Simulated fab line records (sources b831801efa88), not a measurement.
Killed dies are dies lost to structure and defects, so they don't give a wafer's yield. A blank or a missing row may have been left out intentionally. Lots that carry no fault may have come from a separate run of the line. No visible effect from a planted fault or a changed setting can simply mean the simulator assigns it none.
fab line records | flow gf180mcu | part 1 of 2: steps 1 to 43 of 44
record: lots: 6 wafers: 18 last-day: 34
route steps=602 shown STI@15 DNWELL@32 NWELL@42 LVPWELL@54 SALICIDE@279 PASSIVATION@602
lots untouched by any fault: they come from a run of this same line in which no faults occurred
start-h: hours from the record's opening day to when the first of the lot's shown wafers began | wait-h: hours from the lot's prior step to this one | " repeats the value in the row above | L1.1+2: several wafers, shown together as one row | - no value present, or no start provided | * or withheld: withheld | < > ~ a bound
route shown NAME@n: NAME is a module with steps in the file, n the number in the route of the first one | usual: mean/standard deviation taken from wafers without a fault | same: alike in all rows | chamber/n: place in a boat | sites: each site's reading | _std_site: standard deviation of those values | _edge_site: mean of outer sites minus mean of inner sites | radius-mm: for every site, how far away it sits from the centre of the wafer | mask NAME#n: copy n | behind: the most recent tool/chamber to have shaped the wafer | hold: what put the lot on hold/how long, in hours/how the hold closed | device: transistor that didn't switch, given as n, p or np | end of line: tests of these same wafers at the route's end | step lacking rows: just its recipe | killed: not the wafer's yield, but the dies lost to structure and defects at the first sort | map: a wafer's dies, marking killed ones x, the rest . and places with no die _
set.NAME: the setting that was run; set.NAME@STEP: the one run at that earlier step | model.NAME: the simulator's own value behind a step, which no gauge read
certain route steps with their lots: each step a table, each wafer a row
services: when a tool's chamber went out of use (start-h, in hours from the record's first day, below 0 if earlier), for how many hours, and the reason
== steps ==
step: GF_STI_ETCH_14
recipe: target: Si chemistry: HBr/Cl2/O2 target-depth-nm: 360 icp-w: 600 bias-w: 150 pressure-mtorr: 15 HBr_flow_sccm: 150 Cl2_flow_sccm: 40 O2_flow_sccm: 6 time-s: 102.9
usual: HBr_flow_sccm: 149.9/0.43 O2_flow_sccm: 6.000/0.018 drypump-motor-current-A: 6.0/0.46 mfc-cl2-sccm: 40.02/0.12 oes-product-au: 0.992/0.016 throttle-valve-pct: 25.661/0.014
columns lot.wafer tool chamber start-h wait-h HBr_flow_sccm O2_flow_sccm drypump-motor-current-A mfc-cl2-sccm oes-product-au rf-hours-counter-h throttle-valve-pct
L167.3 rie-si-01 1 30.21 0.0 149.9 6.056 5.2 39.89 1.023 67 25.645
L167.4 " 0 " " 150.0 5.983 6.5 39.96 0.968 46 25.669
L167.6 " 0 " " 149.5 5.977 6.5 40.12 0.968 - 25.670
L178.2 rie-si-01 2 87.01 0.0 150.4 6.018 6.3 39.93 1.008 128 25.649
L178.3 " 3 " " 149.6 5.990 6.7 40.07 0.983 97 25.658
L178.5 " 2 " " 149.9 6.008 6.3 39.72 1.004 - 25.659
L179.4 rie-si-02 2 91.61 0.0 149.8 5.983 5.7 40.07 0.994 65 25.677
L179.5 " 0 " " 149.4 6.028 5.5 40.15 0.968 - 25.696
L179.6 " 3 " " 150.3 5.994 6.1 39.96 1.002 - 25.653
L185.1 rie-si-01 3 122.86 0.0 149.6 6.016 6.7 40.14 0.996 98 25.668
L185.3 " 1 " " 150.2 5.983 5.2 40.06 1.001 68 25.651
L185.4 " 2 " " 149.9 5.998 6.3 40.10 0.999 129 25.658
L186.3 rie-si-02 2 127.66 0.0 150.0 5.973 5.7 40.20 0.991 65 25.658
L186.4 " 3 " " 150.8 6.033 6.1 39.95 1.011 3 25.645
L186.5 " 1 " " 149.8 5.979 5.8 40.07 0.988 - 25.658
L188.3 rie-si-02 1 138.68 0.0 149.4 5.996 5.8 40.09 0.989 19 25.635
L188.4 " 3 " " 149.8 5.986 6.1 40.11 1.007 3 25.640
L188.5 " 2 " " 149.6 6.051 5.7 39.94 0.996 - 25.665
step: GF_STI_STRIP_15
recipe: chemistry: O2/N2 power-w: 1400 pressure-mtorr: 1500 platen-temp-c: 250 o2-flow-sccm: 3000 n2-flow-sccm: 300 overash-fraction: 0.5
usual: drypump-motor-current-A: 5.5/0.63 heater-power-w: 301/22 n2-flow-sccm: 300.0/0.89 oes-product-au: 0.384/0.005 strip-time-to-endpoint-s: 3.73/0.062
columns lot.wafer tool chamber start-h wait-h drypump-motor-current-A heater-power-w n2-flow-sccm oes-product-au rf-hours-counter-h strip-time-to-endpoint-s
L167.3 plasma-asher-03 1 30.32 0.1 5.7 306 300.7 0.384 - 3.67
L167.4 " 0 " " 6.1 284 300.8 0.372 - 3.73
L167.6 " 1 " " 5.7 310 299.8 0.382 - 3.75
L178.2 plasma-asher-01 0 87.08 0.0 6.4 316 301.0 0.392 44 3.72
L178.3 " 1 " " 4.9 321 299.3 0.391 - 3.79
L178.5 " 0 " " 6.3 319 300.6 0.381 - 3.63
L179.4 plasma-asher-01 1 91.72 0.1 4.9 308 300.3 0.391 - 3.80
L179.5 " 0 " " 6.4 315 299.8 0.380 - 3.76
L179.6 " 1 " " 4.9 311 300.2 0.374 - 3.70
L185.1 plasma-asher-04 0 122.94 0.0 4.7 313 299.7 0.382 47 3.67
L185.3 " 0 " " 4.7 312 301.3 0.384 - 3.75
L185.4 " 1 " " 5.1 257 299.0 0.383 - 3.68
L186.3 plasma-asher-03 1 127.77 0.1 5.8 316 300.4 0.387 - 3.82
L186.4 " 0 " " 6.1 294 299.4 0.385 - 3.68
L186.5 " 1 " " 5.7 311 300.4 0.384 - 3.67
L188.3 plasma-asher-03 1 138.79 0.1 5.7 314 300.5 0.388 - 3.75
L188.4 " 0 " " 6.1 283 301.3 0.379 - 3.67
L188.5 " 0 " " 6.1 284 301.5 0.387 - 3.78
step: GF_STI_CLEAN_16
recipe: chemistry: dHF time-s: 25 dilution: 100:1
step: GF_STI_WET_ETCH_17
recipe: chemistry: H3PO4 target-depth-nm: 45 temp-c: 160 target: Si3N4 time-s: 514
step: GF_STI_CLEAN_18
recipe: chemistry: SC1/SC2 mix: 1:4:20 temp-c: 70 time-s: 150
step: GF_STI_CLEAN_19
recipe: chemistry: dHF time-s: 20 dilution: 100:1
step: GF_STI_WET_ETCH_20
recipe: chemistry: dHF dilution: 100:1 target-depth-nm: 20 temp-c: 25 dry: ipa-marangoni target: SiO2 time-s: 400
step: GF_STI_OXIDATION_21
recipe: temp-c: 1000 ambient: O2 stabilise-s: 600 purge-s: 300 target-thk-a: 150 ox-time-s: 458
step: GF_STI_THK_MEAS_22
recipe: reads: SiO2_of_STI_OXIDATION_21
usual: STI_OXIDATION_01_THK: 15.01/0.28
columns lot.wafer tool chamber start-h wait-h STI_OXIDATION_01_THK[nm]
L167.3 film-metro-03 - 33.04 0.0 14.68
L167.4 " - " " 14.57
L167.6 " - " " 14.78
L178.2 film-metro-03 - 89.16 0.0 15.16
L178.3 " - " " 14.89
L178.5 " - " " 15.14
L179.4 film-metro-01 - 93.29 0.0 15.34
L179.5 " - " " 15.28
L179.6 " - " " 15.40
L185.1 film-metro-03 - 124.56 0.0 15.01
L185.3 " - " " 14.80
L185.4 " - " " 14.78
L186.3 film-metro-03 - 129.34 0.0 15.21
L186.4 " - " " 15.34
L186.5 " - " " 15.27
L188.3 film-metro-01 - 140.37 0.0 14.92
L188.4 " - " " 15.24
L188.5 " - " " 15.15
step: GF_STI_CVD_23
recipe: material: SiO2 target-thk-nm: 650 sigma-open-frac: 0.3 time-s: 108.3 temp-c: 600 sih4-flow-sccm: 60 pressure-mtorr: 6
step: GF_STI_THK_MEAS_24
recipe: reads: SiO2_of_STI_CVD_23
usual: STI_CVD_23_THK: 653/8.8
columns lot.wafer tool chamber start-h wait-h STI_CVD_23_THK[nm]
L167.3 film-metro-01 - 33.18 0.1 658
L167.4 " - " " 661
L167.6 " - " " 647
L178.2 film-metro-02 - 89.30 0.0 639
L178.3 " - " " 658
L178.5 " - " " 648
L179.4 film-metro-02 - 93.43 0.0 645
L179.5 " - " " 651
L179.6 " - " " 645
L185.1 film-metro-01 - 124.70 0.0 665
L185.3 " - " " 658
L185.4 " - " " 661
L186.3 film-metro-02 - 129.47 0.1 673
L186.4 " - " " 652
L186.5 " - " " 652
L188.3 film-metro-02 - 140.51 0.1 647
L188.4 " - " " 661
L188.5 " - " " 649
step: GF_STI_CMP_25
recipe: stop-on: Si3N4 t-overpolish-s: 33 down-force-psi: 4 platen-rpm: 60 target-thk-nm: 524.6 pad-velocity-m-s: 0.94248
usual: head-pressure-psi: 4.000/0.0089 motor-current-A: 11.9/0.81 overpolish-run-s: 33.000/0.0091 platen-rpm: 60.00/0.038 time-to-endpoint-s: 122/5.5
columns lot.wafer tool chamber start-h wait-h head-pressure-psi motor-current-A overpolish-run-s platen-rpm time-to-endpoint-s
L167.4 cmp-02 3 33.32 0.1 4.004 10.5 33.016 59.92 114
L167.3 " 0 " " 4.007 11.5 33.005 60.03 128
L167.6 " 1 " " 4.012 12.2 32.992 59.97 119
L178.3 cmp-01 1 89.35 0.0 3.999 11.4 32.987 60.00 115
L178.2 " 3 " " 3.995 12.1 33.006 59.98 122
L178.5 " 2 " " 3.981 11.4 33.002 60.07 120
L179.4 cmp-02 3 93.61 0.2 3.992 10.6 33.007 59.97 110
L179.6 " 0 " " 4.001 11.7 32.995 59.99 128
L179.5 " 1 " " 3.992 12.6 33.007 59.98 123
L185.3 cmp-01 0 124.76 0.0 4.006 12.6 32.992 60.02 128
L185.1 " 2 " " 4.005 11.1 33.009 60.01 122
L185.4 " 3 " " 4.005 13.1 32.994 60.03 129
L186.4 cmp-02 3 129.56 0.1 4.001 10.8 32.997 60.01 113
L186.3 " 1 " " 4.007 12.4 33.002 59.99 126
L186.5 " 3 " " 4.006 10.5 33.013 60.07 110
L188.3 cmp-02 3 140.55 0.0 3.997 10.2 32.998 59.92 111
L188.4 " 0 " " 3.988 11.9 32.991 59.99 130
L188.5 " 3 " " 4.006 11.1 32.997 60.02 113
step: GF_STI_WET_ETCH_26
recipe: chemistry: dHF target-depth-nm: 94 target: SiO2 temp-c: 25 dilution: 10:1 time-s: 188
usual: bath-heat-duty-pct: 6.3/0.57 run-length-s: 217/4
columns lot.wafer tool chamber start-h wait-h bath-heat-duty-pct run-length-s model.SiO2_of_STI_CVD_23.thk-nm model.Si3N4_of_STI_CVD_03.thk-nm
L167.3 wet-bench-02 2 33.52 0.1 5.7 213 432.3 160.1
L167.4 " 2 " " 6.2 213 428.8 160.9
L167.6 " 2 " " 5.6 213 430.2 160.4
L178.2 wet-bench-01 1 89.65 0.1 - - 525.2 165.6
L178.3 " 1 " " - - 523.5 166.3
L178.5 " 1 " " - - 523.1 165.7
L179.4 wet-bench-02 3 93.76 0.1 - - 521.4 165.2
L179.5 " 3 " " - - 523.3 165.9
L179.6 " 3 " " - - 523.4 164.6
L185.1 wet-bench-02 1 125.06 0.1 6.5 214 428.9 162.1
L185.3 " 1 " " 6.8 214 431.1 162.8
L185.4 " 1 " " 6.1 214 432 161.2
L186.3 wet-bench-01 2 129.81 0.1 6.7 212 429.3 160.3
L186.4 " 2 " " 6.7 212 427.9 160.6
L186.5 " 2 " " 7.7 212 428.1 161
L188.3 wet-bench-02 2 140.86 0.3 6.2 221 428.5 159
L188.4 " 2 " " 6.2 221 430.3 159
L188.5 " 2 " " 6.0 221 426.8 157.3
step: GF_STI_WET_ETCH_27
recipe: chemistry: H3PO4 target-depth-nm: 160 target: Si3N4 temp-c: 160 time-s: 1825
step: GF_STI_WET_ETCH_28
recipe: chemistry: dHF target-depth-nm: 20 dry: ipa-marangoni target: SiO2 temp-c: 25 dilution: 10:1 time-s: 40
step: GF_STI_OXIDATION_29
recipe: temp-c: 900 ambient: O2 stabilise-s: 600 purge-s: 300 target-thk-a: 100 ox-time-s: 1418
step: GF_STI_THK_MEAS_30
recipe: reads: SiO2_of_STI_OXIDATION_29
usual: STI_OXIDATION_02_THK: 10.02/0.17
columns lot.wafer tool chamber start-h wait-h STI_OXIDATION_02_THK[nm]
L167.3 film-metro-02 - 35.71 0.0 9.76
L167.4 " - " " 9.77
L167.6 " - " " 9.79
L178.2 film-metro-01 - 91.67 0.0 10.15
L178.3 " - " " 10.28
L178.5 " - " " 9.99
L179.4 film-metro-02 - 95.78 0.0 10.14
L179.5 " - " " 10.22
L179.6 " - " " 10.19
L185.1 film-metro-01 - 128.46 0.0 9.90
L185.3 " - " " 10.04
L185.4 " - " " 9.93
L186.3 film-metro-03 - 131.87 0.0 9.88
L186.4 " - " " 9.99
L186.5 " - " " 9.93
L188.3 film-metro-02 - 142.93 0.0 10.14
L188.4 " - " " 10.19
L188.5 " - " " 10.14
step: GF_DNWELL_DEHYDRATE_00
recipe: temp-c: 200 time-s: 60
step: GF_DNWELL_HMDS_01
recipe: prime-time-s: 60 prime-temp-c: 120
step: GF_DNWELL_COAT_02
recipe: spin-rpm: 2000 resist-thk-nm: 3000
step: GF_DNWELL_SOFTBAKE_03
recipe: temp-c: 110 time-s: withheld
step: GF_DNWELL_EXPOSE_04
recipe: mask-id: DNWELL target-cd-nm: 1700 na: 0.6 source-shape: conventional sigma-outer: 0.6 dose-mj: 260
step: GF_DNWELL_PEB_05
recipe: temp-c: 115 time-s: withheld
step: GF_DNWELL_DEVELOP_06
recipe: wall-angle-deg: 90 develop-time-s: 60 dev-temp-c: 23
step: GF_DNWELL_IMPLANT_07
recipe: species: P energy-kev: 1500 dose-cm2: 1e+13 tilt-deg: 0
step: GF_DNWELL_STRIP_08
recipe: chemistry: O2/N2 power-w: 1400 pressure-mtorr: 1500 platen-temp-c: 250 o2-flow-sccm: 3000 n2-flow-sccm: 300 overash-fraction: 0.5
usual: drypump-motor-current-A: 5.4/0.77 heater-power-w: 288/25 n2-flow-sccm: 300.2/0.93 oes-product-au: 0.722/0.0048 strip-time-to-endpoint-s: 36.94/0.075
columns lot.wafer tool chamber start-h wait-h drypump-motor-current-A heater-power-w n2-flow-sccm oes-product-au rf-hours-counter-h strip-time-to-endpoint-s
L167.3 plasma-asher-02 0 48.36 0.1 4.8 297 299.9 0.720 - 36.92
L167.4 " 1 " " 6.6 263 300.2 0.723 - 36.87
L167.6 " 1 " " 6.5 264 301.0 0.715 - 36.88
L178.2 plasma-asher-02 0 105.53 0.1 4.8 290 298.9 0.724 49 36.93
L178.3 " 1 " " 6.5 257 300.6 0.720 - 36.98
L178.5 " 0 " " 4.8 292 301.2 0.725 - 36.99
L179.4 plasma-asher-01 0 109.87 0.1 6.4 323 300.1 0.715 - 36.98
L179.5 " 1 " " 4.9 309 299.2 0.724 - 36.91
L179.6 " 0 " " 6.3 322 299.2 0.725 - 36.96
L185.1 plasma-asher-02 0 144.28 0.1 4.8 315 300.4 0.718 3 36.93
L185.3 " 0 " " 4.8 295 300.2 0.713 - 36.92
L185.4 " 1 " " 6.6 262 301.2 0.724 - 36.95
L186.3 plasma-asher-04 1 147.69 0.1 5.1 255 300.2 0.725 - 36.88
L186.4 " 0 " " 4.7 315 300.2 0.726 - 36.81
L186.5 " 1 " " 5.1 259 300.0 0.724 - 36.87
L188.3 plasma-asher-04 1 159.01 0.1 5.1 256 302.7 0.723 - 37.02
L188.4 " 0 " " 4.7 322 300.1 0.723 - 36.87
L188.5 " 0 " " 4.7 316 299.7 0.723 - 36.83
step: GF_DNWELL_TW_MEAS_09
usual: DNWELL_TW: 1348/15
columns lot.wafer tool chamber start-h wait-h DNWELL_TW
L167.3 film-metro-02 - 48.44 0.1 1336
L167.4 " - " " 1335
L167.6 " - " " 1332
L178.2 film-metro-01 - 105.64 0.1 1361
L178.3 " - " " 1359
L178.5 " - " " 1363
L179.4 film-metro-01 - 109.96 0.1 1366
L179.5 " - " " 1372
L179.6 " - " " 1356
L185.1 film-metro-04 - 144.38 0.1 1341
L185.3 " - " " 1341
L185.4 " - " " 1343
L186.3 film-metro-02 - 147.78 0.1 1340
L186.4 " - " " 1342
L186.5 " - " " 1339
L188.3 film-metro-02 - 159.10 0.1 1322
L188.4 " - " " 1319
L188.5 " - " " 1323
step: GF_NWELL_DEHYDRATE_00
recipe: temp-c: 200 time-s: 60
step: GF_NWELL_HMDS_01
recipe: prime-time-s: 60 prime-temp-c: 120
step: GF_NWELL_COAT_02
recipe: spin-rpm: 2000 resist-thk-nm: 3021
step: GF_NWELL_SOFTBAKE_03
recipe: temp-c: 110 time-s: withheld
step: GF_NWELL_EXPOSE_04
recipe: mask-id: Nwell target-cd-nm: 860 na: 0.6 source-shape: conventional sigma-outer: 0.6 dose-mj: 260
step: GF_NWELL_PEB_05
recipe: temp-c: 115 time-s: withheld
step: GF_NWELL_DEVELOP_06
recipe: wall-angle-deg: 90 develop-time-s: 60 dev-temp-c: 23
step: GF_NWELL_OVL_MEAS_07
usual: NWELL_OVL: -0.9/1.3
columns lot.wafer tool chamber start-h wait-h NWELL_OVL[nm]
L167.3 overlay-01 - 60.53 - -0.5
L167.4 " - " " -1.2
L167.6 " - " " -1.2
L178.2 overlay-01 - 120.47 - -1.5
L178.3 " - " " -1.1
L178.5 " - " " -1.5
L179.4 overlay-01 - 124.04 - -1.0
L179.5 " - " " -1.4
L179.6 " - " " -1.1
L185.1 overlay-02 - 160.46 - -2.4
L185.3 " - " " -0.7
L185.4 " - " " -1.0
L186.3 overlay-02 - 163.59 - -1.3
L186.4 " - " " 0.2
L186.5 " - " " -0.2
L188.3 overlay-02 - 176.02 - -2.3
L188.4 " - " " -2.2
L188.5 " - " " -2.1
step: GF_NWELL_IMPLANT_08
recipe: species: P energy-kev: 450 dose-cm2: 1.5e+13 tilt-deg: 0
step: GF_NWELL_IMPLANT_09
recipe: species: P energy-kev: 160 dose-cm2: 4e+12 tilt-deg: 0
step: GF_NWELL_STRIP_10
recipe: chemistry: O2/N2 power-w: 1400 pressure-mtorr: 1500 platen-temp-c: 250 o2-flow-sccm: 3000 n2-flow-sccm: 300 overash-fraction: 0.5
usual: drypump-motor-current-A: 5.8/0.62 heater-power-w: 298/18 n2-flow-sccm: 299.8/0.92 oes-product-au: 0.723/0.0047 strip-time-to-endpoint-s: 37.19/0.089
columns lot.wafer tool chamber start-h wait-h drypump-motor-current-A heater-power-w n2-flow-sccm oes-product-au rf-hours-counter-h strip-time-to-endpoint-s
L167.3 plasma-asher-03 1 60.88 0.1 5.8 307 300.6 0.719 - 37.12
L167.4 " 0 " " 6.0 294 299.6 0.716 - 37.21
L167.6 " 1 " " 5.7 307 299.7 0.721 - 37.23
L178.2 plasma-asher-02 0 120.80 0.1 4.8 300 298.6 0.718 0 37.26
L178.3 " 1 " " 6.6 261 298.3 0.725 - 37.17
L178.5 " 0 " " 4.8 309 300.4 0.719 - 37.14
L179.4 plasma-asher-02 1 124.40 0.1 6.5 263 299.2 0.716 - 37.26
L179.5 " 1 " " 6.5 264 299.1 0.724 - 37.28
L179.6 " 0 " " 4.8 309 300.0 0.725 - 37.26
L185.1 plasma-asher-02 1 160.80 0.1 6.5 265 297.8 0.724 4 37.18
L185.3 " 1 " " 6.6 264 298.2 0.730 - 37.22
L185.4 " 0 " " 4.8 305 300.5 0.724 - 37.21
L186.3 plasma-asher-02 0 163.95 0.1 4.8 309 299.8 0.719 - 37.16
L186.4 " 1 " " 6.6 263 299.3 0.721 - 37.17
L186.5 " 1 " " 6.6 262 299.8 0.717 - 37.15
L188.3 plasma-asher-03 1 176.38 0.1 5.8 304 298.3 0.720 - 37.33
L188.4 " 0 " " 6.1 293 301.1 0.730 - 37.34
L188.5 " 0 " " 6.1 285 300.3 0.723 - 37.21
step: GF_NWELL_TW_MEAS_11
usual: NWELL_TW: 1580/11
columns lot.wafer tool chamber start-h wait-h NWELL_TW
L167.3 film-metro-01 - 60.97 0.1 1598
L167.4 " - " " 1577
L167.6 " - " " 1583
L178.2 film-metro-04 - 120.91 0.1 1562
L178.3 " - " " 1567
L178.5 " - " " 1573
L179.4 film-metro-01 - 124.49 0.1 1589
L179.5 " - " " 1600
L179.6 " - " " 1592
L185.1 film-metro-01 - 160.90 0.1 1590
L185.3 " - " " 1598
L185.4 " - " " 1583
L186.3 film-metro-03 - 164.03 0.1 1582
L186.4 " - " " 1583
L186.5 " - " " 1583
L188.3 film-metro-04 - 176.47 0.1 1561
L188.4 " - " " 1562
L188.5 " - " " 1569
step: GF_LVPWELL_DEHYDRATE_00
recipe: temp-c: 200 time-s: 60
step: GF_LVPWELL_HMDS_01
recipe: prime-time-s: 60 prime-temp-c: 120
step: GF_LVPWELL_COAT_02
recipe: spin-rpm: 2000 resist-thk-nm: 3000
step: GF_SALICIDE_WET_ETCH_01
recipe: chemistry: dHF target-depth-nm: 5 dry: ipa-marangoni target: SiO2 temp-c: 25 dilution: 100:1 time-s: 100
usual: bath-heat-duty-pct: 6.1/0.59 run-length-s: 128.0/2.8
columns lot.wafer tool chamber start-h wait-h bath-heat-duty-pct run-length-s model.SiO2_of_STI_CVD_23.thk-nm
L167.3 wet-bench-02 3 350.47 0.0 7.2 126.3 337.9
L167.4 " 3 " " 7.0 126.3 334.4
L167.6 " 3 " " 6.1 126.3 335.5
L178.2 wet-bench-03 2 447.61 0.0 7.1 126.6 431.8
L178.3 " 2 " " 6.5 126.6 430
L178.5 " 2 " " 6.7 126.6 429.3
L179.4 wet-bench-01 3 450.89 0.0 6.5 127.3 427.2
L179.5 " 3 " " 6.6 127.3 429.2
L179.6 " 3 " " 6.4 127.3 429.5
L185.1 wet-bench-03 1 503.60 0.0 5.7 133.2 334.9
L185.3 " 1 " " 5.7 133.2 337.3
L185.4 " 1 " " 6.0 133.2 337.8
L186.3 wet-bench-02 1 508.18 0.0 6.3 125.7 335.4
L186.4 " 1 " " 6.6 125.7 334.3
L186.5 " 1 " " 6.2 125.7 334.1
L188.3 wet-bench-02 1 526.43 0.0 6.1 125.7 334.7
L188.4 " 1 " " 6.6 125.7 336.5
L188.5 " 1 " " 5.9 125.7 332.8
== key ==
first-sign: step: GF_STI_WET_ETCH_26 reading: tool-record direction: missing
effect none on later readings
model-effect: step: GF_STI_WET_ETCH_26 value: SiO2_of_STI_CVD_23.thk-nm without: 428.4 struck: 523.3
model-effect: step: GF_SALICIDE_WET_ETCH_01 value: SiO2_of_STI_CVD_23.thk-nm without: 334.6 struck: 429.5
model-effect: step: GF_PASSIVATION_PROBE_99 value: etest.pwell-in-dnwell.line-ohm-um without: 4063 struck: 7892
met-at GF_STI_WET_ETCH_26
struck-wafers L178.2,L178.3,L178.5,L179.4,L179.5,L179.6
tester-left-out L178,L179
onset-between 33.52 89.65
fault: kind: skipped-step-whole tool: wet-bench-01,wet-bench-02 chamber: - onset-h: 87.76 steps: GF_STI_WET_ETCH_26 scope: struck-lots-only
tester-left-out: of these lots the tester's yield and bins aren't shown, on N5 and GAA mostly nor the transistor test; their killed dies are dies lost to structure and defects alone, not to doping, threshold or leakage, so they don't give the yield
